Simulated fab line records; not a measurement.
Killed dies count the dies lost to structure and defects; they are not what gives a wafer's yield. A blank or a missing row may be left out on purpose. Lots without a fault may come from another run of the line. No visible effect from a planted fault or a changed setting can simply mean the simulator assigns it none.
Matching of chambers | flow gf180mcu | pecvd-01 running GF_CONTACT_CVD_02: 3 sister chambers
The step deposits SiO2 from TEOS, target thk 860 nm, time 95.992 s. 6 wafers are shown with their chamber, then 7 later ones without.

EACH WAFER AND ITS CHAMBER
wafer  | chamber | heater-power-w (W) | rf-fwd-power-W (W)
L168.4 | 1       | 889                | 594.6
L175.1 | 2       | 667                | 596.2
L175.4 | 0       | 839                | 597.4
L175.5 | 1       | 885                | 592.0
L176.3 | 2       | 808                | 594.6
L176.4 | 0       | 729                | 597.0

WAFERS WHOSE CHAMBER IS MISSING
wafer  | heater-power-w (W) | rf-fwd-power-W (W)
L176.5 | 891                | 595.7
L177.3 | 776                | 598.0
L177.4 | 856                | 597.4
L177.6 | 761                | 596.9
L181.3 | 655                | 597.6
L181.4 | 917                | 598.4
L181.6 | 723                | 598.1

WHICH CHAMBER EACH WENT THROUGH
wafer  | from the rows above          | in truth
L176.5 | can't be placed: 0 or 1 or 2 | 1
L177.3 | can't be placed: 0 or 2      | 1
L177.4 | can't be placed: 0 or 2      | 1
L177.6 | can't be placed: 0 or 2      | 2
L181.3 | can't be placed: 0 or 2      | 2
L181.4 | can't be placed: 0 or 2      | 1
L181.6 | can't be placed: 0 or 2      | 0
Correctly placed: 0 of 7. Not placeable from these rows: 7 (in 4, the candidates include the true chamber). 0 placed wrongly.
How it was worked out, from the rows above alone: a wafer's distance from a chamber is the root of the sum, over the readings, of the square of ((its reading less the chamber's mean) divided by the reading's scatter). The wafer belongs to the nearest chamber; if the next one is less than 2 further off, it can't be placed. The mean given for a chamber averages the wafers shown for that chamber. How the scatter is found: for the shown wafers, subtract from each reading the mean of its chamber, square and add these, divide the total by (wafers less chambers), then take the root.
